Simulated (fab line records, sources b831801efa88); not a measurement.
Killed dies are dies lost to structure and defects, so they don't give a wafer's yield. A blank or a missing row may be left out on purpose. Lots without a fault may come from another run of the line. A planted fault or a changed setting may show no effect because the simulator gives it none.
Chamber matching | flow sky130 | SKY_LI_CONTACT_CMP_24 on cmp-01: 4 sister chambers
The step polishes, stops on PSG, t overpolish 20 s, target thk 0 nm. 8 wafers are shown with their chamber, then 10 later ones without.

WAFERS WITH THEIR CHAMBER
wafer  | chamber | motor_current_A (A) | overpolish_run_s (s)
L114.5 | 0       | 10.5                | 20.003
L119.5 | 1       | 11.3                | 20.008
L120.3 | 2       | 9.7                 | 19.999
L122.1 | 2       | 10.0                | 19.982
L122.2 | 1       | 10.9                | 20.005
L122.3 | 3       | 12.4                | 19.997
L123.1 | 0       | 10.6                | 19.997
L123.2 | 3       | 11.7                | 19.992

WAFERS WITHOUT THEIR CHAMBER
wafer  | motor_current_A (A) | overpolish_run_s (s)
L123.4 | 9.5                 | 20.004
L131.1 | 11.2                | 19.996
L131.4 | 10.4                | 19.995
L131.6 | 9.6                 | 20.012
L133.1 | 11.8                | 20.009
L133.2 | 11.6                | 20.008
L133.6 | 11.6                | 19.995
L136.2 | 11.1                | 19.997
L136.3 | 9.7                 | 19.998
L136.4 | 11.9                | 19.998

WHICH CHAMBER EACH WENT THROUGH
wafer  | from the rows above          | in truth
L123.4 | can't be placed: 2 or 0      | 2
L131.1 | can't be placed: 1 or 0 or 3 | 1
L131.4 | can't be placed: 0 or 2 or 1 | 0
L131.6 | can't be placed: 2 or 0 or 1 | 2
L133.1 | can't be placed: 3 or 1 or 0 | 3
L133.2 | can't be placed: 1 or 3 or 0 | 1
L133.6 | can't be placed: 3 or 1      | 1
L136.2 | can't be placed: 1 or 0 or 3 | 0
L136.3 | can't be placed: 2 or 0      | 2
L136.4 | 3                            | 3
Placed correctly: 1 of 10. Can't be placed from these rows: 9 (the true chamber is among the candidates in 9). Placed wrongly: 0.
How it was worked out, from the rows above alone: a wafer's distance from a chamber is the root of the sum, over the readings, of the square of ((its reading less the chamber's mean) divided by the reading's scatter). The wafer belongs to the nearest chamber; if the next one is less than 2 further off, it can't be placed. A chamber's mean is the mean of its shown wafers. The scatter: the root of (the sum of the squares of (reading less its chamber's mean) over the shown wafers, divided by (wafers less chambers)).
